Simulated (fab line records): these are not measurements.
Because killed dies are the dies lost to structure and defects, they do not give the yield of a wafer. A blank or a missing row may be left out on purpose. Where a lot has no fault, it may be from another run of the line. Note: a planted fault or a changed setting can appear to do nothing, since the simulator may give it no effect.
Which of the tools did it? ; flow gf180mcu ; 6 lots, 18 wafers sampled, at 5 steps of a route of 602

## WHAT THE GAUGES READ, wafer by wafer
GF_M4_CD_MEAS_14: the cd target is 280 nm.
lot;measured;on;cd_nm (nm)
L167;day 24 10:44;cd_sem-02;280.1 280.5 280.9
L171;day 26 04:13;cd_sem-02;280.2 281.7 280.5
L175;day 27 18:35;cd_sem-02;280.0 280.5 279.6
L178;day 27 23:46;cd_sem-01;279.6 279.5 279.8
L181;day 28 22:49;cd_sem-01;280.2 278.9 280.0
L186;day 30 09:26;cd_sem-02;296.6 294.2 295.7

## WHICH TOOL RAN EACH LOT (tool, then ch and the chambers of the sampled wafers, then the start)
lot;GF_V3_STRIP_18;GF_M4_SPUTTER_00;GF_M4_SPUTTER_01;GF_M4_PEB_12
L167;plasma_asher-02 ch 0,1, day 23 11:05;pvd_sputter-01, day 23 12:19;pvd_sputter-01, day 23 12:25;litho_track-04 ch 0, day 24 10:23
L171;plasma_asher-03 ch 0,1, day 25 05:36;pvd_sputter-01, day 25 06:52;pvd_sputter-01, day 25 06:58;litho_track-03 ch 0, day 26 03:52
L175;plasma_asher-02 ch 0,1, day 26 20:32;pvd_sputter-01, day 26 21:46;pvd_sputter-01, day 26 21:52;litho_track-04 ch 0, day 27 18:14
L178;plasma_asher-03 ch 0,1, day 27 01:47;pvd_sputter-01, day 27 03:01;pvd_sputter-01, day 27 03:07;litho_track-01 ch 0, day 27 23:26
L181;plasma_asher-02 ch 0,1, day 28 02:05;pvd_sputter-04, day 28 03:19;pvd_sputter-04, day 28 03:25;litho_track-04 ch 0, day 28 22:28
L186;plasma_asher-02 ch 0,1, day 29 13:50;pvd_sputter-04, day 29 15:05;pvd_sputter-04, day 29 15:11;litho_track-04 ch 0, day 30 09:05
- GF_V3_STRIP_18: strips in O2/N2.
- GF_M4_SPUTTER_00: material Ti, target thk 37.5 nm, time 150 s.
- GF_M4_SPUTTER_01: material TiN, target thk 30 nm, time 25 s.
- GF_M4_PEB_12: peb time 90 s.

## THE ANSWER, worked out from the rows above alone
Rule: what is usual is taken from the lots themselves. The widest of any qualifying gaps counts: lots, ordered by their means at a reading, are off when they make up no more than a third of the lots, leave a main group of 4 or more, and stand apart from it by 3 or more times the standard deviation of that group's means. If all means in a main group match to the digits the tables above print for the reading, that group is not used. A lot without any number at a reading at which 4 lots or more have one is off too. The other lots that the step has rows for count as sound.
Off at GF_M4_CD_MEAS_14 (cd_nm): L186. For the main group the mean is 280.1 nm and the standard deviation 0.45.
A tool fits if, at a process step before that reading, it ran every lot that is off, and no sound lot after the first of them. Those tools and the gauges at GF_M4_CD_MEAS_14 are tried in the same way. Can't be told from this: 4 tools fit, plasma_asher-02 at GF_V3_STRIP_18, pvd_sputter-04 at GF_M4_SPUTTER_00 and GF_M4_SPUTTER_01, litho_track-04 at GF_M4_PEB_12, cd_sem-02 at GF_M4_CD_MEAS_14.

## WHAT HAD BEEN PUT IN BY THE SIMULATOR
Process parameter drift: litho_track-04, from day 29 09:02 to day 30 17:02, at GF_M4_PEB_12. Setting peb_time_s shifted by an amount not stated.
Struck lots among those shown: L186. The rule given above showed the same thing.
